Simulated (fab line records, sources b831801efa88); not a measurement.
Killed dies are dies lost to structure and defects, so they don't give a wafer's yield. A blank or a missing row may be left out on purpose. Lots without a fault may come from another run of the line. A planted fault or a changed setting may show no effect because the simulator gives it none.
Which tool did it? | flow gf180mcu | 6 lots, 17 wafers sampled, at 4 steps of a route of 602

WHAT THE GAUGES READ, wafer by wafer
GF_V4_CD_MEAS_14: target cd 260 nm.
lot  | measured     | on        | cd_nm (nm)
L463 | day 24 21:48 | cd_sem-02 | 258.6 259.5 259.8
L466 | day 26 05:17 | cd_sem-01 | 260.2 260.3 259.8
L469 | day 27 03:32 | cd_sem-01 | 260.9 260.2 259.4
L472 | day 27 23:53 | cd_sem-02 | 259.1 258.6 259.4
L474 | day 28 11:55 | cd_sem-02 | 260.7 259.8 260.0
L482 | day 30 22:28 | cd_sem-01 | 207.4 260.6

WHICH TOOL RAN EACH LOT (tool, then ch and the chambers of the sampled wafers, then the start)
lot  | GF_M4_SPUTTER_03             | GF_M4_METAL_ETCH_16               | GF_V4_PEB_12
L463 | pvd_sputter-01, day 22 23:46 | rie_metal-04 ch 0,1, day 23 22:20 | litho_track-03 ch 0, day 24 21:28
L466 | pvd_sputter-03, day 24 08:32 | rie_metal-03 ch 0,1, day 25 06:20 | litho_track-03 ch 0, day 26 04:56
L469 | pvd_sputter-01, day 25 08:14 | rie_metal-03 ch 0,1, day 26 05:47 | litho_track-03 ch 0, day 27 03:11
L472 | pvd_sputter-01, day 26 05:30 | rie_metal-03 ch 0,1, day 27 02:21 | litho_track-03 ch 0, day 27 23:32
L474 | pvd_sputter-01, day 26 18:02 | rie_metal-04 ch 0,1, day 27 14:53 | litho_track-03 ch 0, day 28 11:36
L482 | pvd_sputter-03, day 29 07:45 | rie_metal-02 ch 0,1, day 30 02:47 | litho_track-03 ch 0, day 30 22:09
- GF_M4_SPUTTER_03: material Ti, target thk 10 nm, time 6.7 s.
- GF_M4_METAL_ETCH_16: etches the open film in Cl2/BCl3, stops on SiO2, target depth 750.8 nm, time 125.1 s.
- GF_V4_PEB_12: peb time 90 s.

THE ANSWER, worked out from the rows above alone
Rule: what is usual is taken from the lots themselves. Put in order of their means at a reading, lots are off if they are a third of the lots or fewer, leave a main group of 4 or more, and stand apart from it by a gap of 3 or more times the standard deviation of the main group's means; of several such gaps the widest counts. A main group whose means are all the same, to the digits that the tables above print for the reading, isn't used. A lot without any number at a reading at which 4 lots or more have one is off too. The other lots that the step has rows for count as sound.
Off: L482, at GF_V4_CD_MEAS_14 (cd_nm). The main group: mean 259.8 nm, standard deviation 0.49.
A tool fits if, at a process step before that reading, it ran every lot that is off, and no sound lot after the first of them. The gauges at GF_V4_CD_MEAS_14 are tried like those tools. Can't be told from this: 4 tools fit, pvd_sputter-03 at GF_M4_SPUTTER_03, rie_metal-02 at GF_M4_METAL_ETCH_16, litho_track-03 at GF_V4_PEB_12, cd_sem-01 at GF_V4_CD_MEAS_14.

WHAT THE SIMULATOR HAD PUT IN
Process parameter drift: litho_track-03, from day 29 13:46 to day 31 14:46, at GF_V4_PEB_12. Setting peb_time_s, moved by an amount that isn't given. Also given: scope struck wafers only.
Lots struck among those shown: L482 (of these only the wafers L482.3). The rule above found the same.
